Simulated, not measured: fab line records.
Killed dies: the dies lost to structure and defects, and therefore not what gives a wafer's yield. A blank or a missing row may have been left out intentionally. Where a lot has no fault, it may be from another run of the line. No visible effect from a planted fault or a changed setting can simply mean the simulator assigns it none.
fab line records	flow sky130	part 2 of 2: steps 28 to 38 of 38
[record] lots = 5	wafers = 15	last-day = 50
route steps=708 shown NWELL@72 PWDE@84 VT_ADJUST_HVTP@85 VT_ADJUST_LVTN@97
lots with no fault: from the same line, run without faults
start-h: start of the lot's first displayed wafer, in hours after the record's first day	wait-h: hours from the lot's prior step to this one	" unchanged from the row above	L1.1+2: a single row standing in for several wafers	- no value, or no start given	* or withheld: withheld	< > ~ a bound
route shown NAME@n: names a module that has steps shown in the file, with the first one's number in the route	usual: mean/standard deviation taken from wafers without a fault	same: alike in all rows	chamber/n: place in a boat	sites: readings site by site	_std_site: standard deviation across them	_edge_site: outer sites' mean less inner sites'	radius-mm: how far each site lies from the wafer's centre	mask NAME#n: copy n	behind: the last tool/chamber to shape the wafer	hold: reason for holding the lot/hours on hold/outcome of the hold	device: names the non-switching transistor (n, p or np)	end of line: the same wafers' tests at the end of the route	step lacking rows: just its recipe	killed: not the wafer's yield, but the dies lost to structure and defects at the first sort	map: shows each die of a wafer: x if killed, . if not, _ if none is there
set.NAME: the setting that was run; set.NAME@STEP: the one run at that earlier step	model.NAME: the simulator's own value behind a step, which no gauge read
a table for each step, a row for each wafer; lots at some steps of the route
services: when a tool's chamber went out of use (start-h, in hours from the record's first day, below 0 if earlier), for how many hours, and the reason
[[steps]]
[step SKY_VT_ADJUST_LVTN_SOFTBAKE_03]
[recipe] temp-c = 110	time-s = withheld
[usual] exhaust-pa = 45.1/0.78
lot.wafer	tool	chamber	start-h	wait-h	exhaust-pa
L075.1	litho-track-01	0	135.04	0.1	46.0
L075.4	"	0	"	"	45.5
L075.5	"	0	"	"	44.8
L083.1	litho-track-01	0	190.84	0.1	44.0
L083.2	"	0	"	"	45.1
L083.6	"	0	"	"	45.4
L089.1	litho-track-04	0	227.34	0.1	46.6
L089.4	"	0	"	"	44.3
L089.6	"	0	"	"	45.4
L092.3	litho-track-01	0	245.01	0.1	45.2
L092.4	"	0	"	"	44.6
L092.5	"	0	"	"	46.1
L097.3	litho-track-03	0	285.43	0.1	45.9
L097.4	"	0	"	"	46.1
L097.5	"	0	"	"	46.1
[step SKY_VT_ADJUST_LVTN_EXPOSE_04]
[recipe] mask-id = NWM_COMPLEMENT_LESS_NATIVE	na = 0.6	source-shape = conventional	sigma-outer = 0.6	polarization = unpolarized	target-cd-nm = 840	dose-mj = 194
lot.wafer	tool	chamber	start-h	wait-h	mask
L075.1+4+5	iline-stepper-02	0	-	-	NWM_COMPLEMENT_LESS_NATIVE#0
L083.1+2+6	iline-stepper-02	0	-	-	NWM_COMPLEMENT_LESS_NATIVE#0
L089.1+4+6	iline-stepper-02	0	-	-	NWM_COMPLEMENT_LESS_NATIVE#0
L092.3+4+5	iline-stepper-02	0	-	-	NWM_COMPLEMENT_LESS_NATIVE#0
L097.3+4+5	iline-stepper-02	0	-	-	NWM_COMPLEMENT_LESS_NATIVE#0
[step SKY_VT_ADJUST_LVTN_PEB_05]
[recipe] temp-c = 115	time-s = withheld
[usual] exhaust-pa = 45.0/0.95
lot.wafer	tool	chamber	start-h	wait-h	exhaust-pa
L075.1	litho-track-03	0	-	-	43.4
L075.4	"	0	"	"	46.6
L075.5	"	0	"	"	43.8
L083.1	litho-track-04	0	-	-	44.7
L083.2	"	0	"	"	45.3
L083.6	"	0	"	"	45.8
L089.1	litho-track-01	0	-	-	44.4
L089.4	"	0	"	"	44.6
L089.6	"	0	"	"	45.0
L092.3	litho-track-04	0	-	-	46.3
L092.4	"	0	"	"	44.7
L092.5	"	0	"	"	45.6
L097.3	litho-track-04	0	-	-	44.5
L097.4	"	0	"	"	46.0
L097.5	"	0	"	"	44.0
[step SKY_VT_ADJUST_LVTN_DEVELOP_06]
[recipe] wall-angle-deg = 90	developer = TMAH	develop-time-s = 60	dev-temp-c = 23
[usual] exhaust-pa = 44.9/0.84
lot.wafer	tool	chamber	start-h	wait-h	exhaust-pa
L075.1	litho-track-03	0	-	-	45.6
L075.4	"	0	"	"	43.5
L075.5	"	0	"	"	43.6
L083.1	litho-track-04	0	-	-	44.7
L083.2	"	0	"	"	45.5
L083.6	"	0	"	"	45.3
L089.1	litho-track-01	0	-	-	44.7
L089.4	"	0	"	"	45.2
L089.6	"	0	"	"	44.5
L092.3	litho-track-04	0	-	-	45.7
L092.4	"	0	"	"	44.8
L092.5	"	0	"	"	46.0
L097.3	litho-track-04	0	-	-	43.7
L097.4	"	0	"	"	44.5
L097.5	"	0	"	"	45.2
[step SKY_VT_ADJUST_LVTN_OVL_MEAS_07]
[usual] VT_ADJUST_LVTN_OVL = 0.2/1.4
lot.wafer	tool	chamber	start-h	wait-h	VT_ADJUST_LVTN_OVL[nm]
L075.1	overlay-02	-	144.86	-	0.4
L075.4	"	-	"	"	-0.5
L075.5	"	-	"	"	-0.7
L083.1	overlay-02	-	201.54	-	0.9
L083.2	"	-	"	"	1.2
L083.6	"	-	"	"	0.1
L089.1	overlay-01	-	238.44	-	0.8
L089.4	"	-	"	"	-0.5
L089.6	"	-	"	"	1.0
L092.3	overlay-02	-	256.61	-	2.9
L092.4	"	-	"	"	1.7
L092.5	"	-	"	"	3.1
L097.3	overlay-02	-	298.76	-	0.4
L097.4	"	-	"	"	-1.8
L097.5	"	-	"	"	-1.3
[step SKY_VT_ADJUST_LVTN_IMPLANT_08]
[recipe] species = B	energy-kev = 30	dose-cm2 = 1.57e+12	tilt-deg = withheld
lot.wafer	tool	chamber	start-h	wait-h
L075.1+4+5	implanter-02	0	144.90	0.0
L083.1+2+6	implanter-02	0	201.58	0.0
L089.1+4+6	implanter-04	0	238.48	0.0
L092.3+4+5	implanter-03	0	256.68	0.1
L097.3+4+5	implanter-03	0	298.83	0.1
[step SKY_VT_ADJUST_LVTN_STRIP_09]
[recipe] chemistry = O2/N2	power-w = 1400	pressure-mtorr = 1500	platen-temp-c = withheld	o2-flow-sccm = 3000	n2-flow-sccm = 300	overash-fraction = 0.5
[usual] drypump-motor-current-A = 5.9/0.53	oes-product-au = 0.722/0.0047	strip-time-to-endpoint-s = 36.88/0.11
[same] overash-fraction = 0.5
lot.wafer	tool	chamber	start-h	wait-h	drypump-motor-current-A	oes-product-au	rf-hours-counter-h	strip-time-to-endpoint-s
L075.1	plasma-asher-03	1	145.05	0.1	5.3	0.718	45	36.98
L075.4	"	0	"	"	5.2	0.720	-	36.94
L075.5	"	0	"	"	5.2	0.724	-	37.05
L083.1	plasma-asher-01	1	201.73	0.1	6.7	0.714	39	36.76
L083.2	"	0	"	"	5.8	0.724	39	36.83
L083.6	"	1	"	"	6.7	0.713	-	36.73
L089.1	plasma-asher-01	0	238.63	0.1	5.8	0.730	43	36.81
L089.4	"	0	"	"	5.8	0.719	-	36.94
L089.6	"	0	"	"	5.7	0.718	-	36.83
L092.3	plasma-asher-02	1	256.81	0.1	5.7	0.716	-	36.80
L092.4	"	0	"	"	5.9	0.720	-	36.75
L092.5	"	0	"	"	6.0	0.716	-	36.76
L097.3	plasma-asher-01	0	298.96	0.1	5.9	0.714	-	36.77
L097.4	"	1	"	"	6.8	0.728	-	36.87
L097.5	"	1	"	"	6.7	0.724	-	36.89
[step SKY_VT_ADJUST_LVTN_TW_MEAS_10]
[usual] VT_ADJUST_LVTN_TW = 242.6/0.96
lot.wafer	tool	chamber	start-h	wait-h	VT_ADJUST_LVTN_TW
L075.1	film-metro-03	-	145.25	0.2	244.1
L075.4	"	-	"	"	243.7
L075.5	"	-	"	"	243.4
L083.1	film-metro-02	-	201.83	0.1	244.0
L083.2	"	-	"	"	242.9
L083.6	"	-	"	"	242.6
L089.1	film-metro-03	-	238.73	0.1	241.2
L089.4	"	-	"	"	242.8
L089.6	"	-	"	"	242.5
L092.3	film-metro-03	-	256.90	0.1	242.5
L092.4	"	-	"	"	242.8
L092.5	"	-	"	"	242.5
L097.3	film-metro-02	-	299.08	0.1	243.7
L097.4	"	-	"	"	243.7
L097.5	"	-	"	"	243.8
[step SKY_VT_ADJUST_LVTN_DEHYDRATE_11]
[recipe] temp-c = 200	time-s = 60
[usual] exhaust-pa = 45.0/0.86
lot.wafer	tool	chamber	start-h	wait-h	exhaust-pa
L075.1	litho-track-01	0	154.89	9.6	45.2
L075.4	"	0	"	"	44.6
L075.5	"	0	"	"	44.6
L083.1	litho-track-04	0	211.79	10.0	44.1
L083.2	"	0	"	"	45.8
L083.6	"	0	"	"	46.5
L089.1	litho-track-04	0	249.84	11.1	46.1
L089.4	"	0	"	"	46.6
L089.6	"	0	"	"	44.9
L092.3	litho-track-01	0	268.44	11.5	45.7
L092.4	"	0	"	"	43.9
L092.5	"	0	"	"	45.1
L097.3	litho-track-03	0	311.26	12.2	43.9
L097.4	"	0	"	"	45.0
L097.5	"	0	"	"	44.8
[step SKY_VT_ADJUST_LVTN_HMDS_12]
[recipe] prime-time-s = 60	prime-temp-c = 120
[usual] exhaust-pa = 45.2/0.88
lot.wafer	tool	chamber	start-h	wait-h	exhaust-pa
L075.1	litho-track-01	0	155.04	0.1	46.2
L075.4	"	0	"	"	44.5
L075.5	"	0	"	"	45.4
L083.1	litho-track-04	0	211.94	0.1	45.3
L083.2	"	0	"	"	45.7
L083.6	"	0	"	"	45.9
L089.1	litho-track-04	0	249.99	0.1	44.8
L089.4	"	0	"	"	45.3
L089.6	"	0	"	"	43.8
L092.3	litho-track-01	0	268.59	0.1	45.7
L092.4	"	0	"	"	46.5
L092.5	"	0	"	"	43.8
L097.3	litho-track-03	0	311.41	0.1	44.7
L097.4	"	0	"	"	46.4
L097.5	"	0	"	"	45.5
[step SKY_VT_ADJUST_LVTN_COAT_13]
[recipe] resist = NOVOLAK	spin-rpm = 3000	resist-thk-nm = 1140
[usual] exhaust-pa = 45.2/0.93
lot.wafer	tool	chamber	start-h	wait-h	exhaust-pa
L075.1	litho-track-01	0	155.19	0.1	45.8
L075.4	"	0	"	"	45.9
L075.5	"	0	"	"	45.6
L083.1	litho-track-04	0	212.09	0.1	45.8
L083.2	"	0	"	"	45.5
L083.6	"	0	"	"	44.5
L089.1	litho-track-04	0	250.14	0.1	45.0
L089.4	"	0	"	"	44.5
L089.6	"	0	"	"	43.1
L092.3	litho-track-01	0	268.74	0.1	44.4
L092.4	"	0	"	"	44.6
L092.5	"	0	"	"	44.0
L097.3	litho-track-03	0	311.56	0.1	45.5
L097.4	"	0	"	"	45.1
L097.5	"	0	"	"	45.7
[[services]]
tool	chamber	start-h	hours	kind
plasma-asher-04	-	78.17	0.7	repair
implanter-03	-	79.74	1.4	repair
implanter-01	-	101.74	6.3	pm
implanter-01	-	109.55	3.3	pm
iline-stepper-02	-	110.51	1.0	repair
plasma-asher-04	-	119.11	3.1	repair
plasma-asher-03	-	129.11	7.5	repair
plasma-asher-03	-	129.39	0.3	repair
plasma-asher-03	-	130.32	1.3	repair
implanter-04	-	140.05	28.2	pm
iline-stepper-01	-	143.46	1.7	pm
implanter-01	-	156.94	2.5	repair
iline-stepper-01	-	206.09	7.7	repair
plasma-asher-01	-	206.10	2.0	repair
plasma-asher-01	-	222.45	2.2	repair
iline-stepper-01	-	251.25	5.8	repair
iline-stepper-02	-	258.22	1.7	pm
implanter-04	-	261.23	0.9	repair
implanter-04	-	272.92	6.9	repair
plasma-asher-04	-	275.75	6.4	repair
plasma-asher-03	-	280.02	3.1	repair
plasma-asher-01	-	281.04	9.8	repair
implanter-04	-	287.82	3.7	repair
implanter-04	-	299.49	3.0	pm
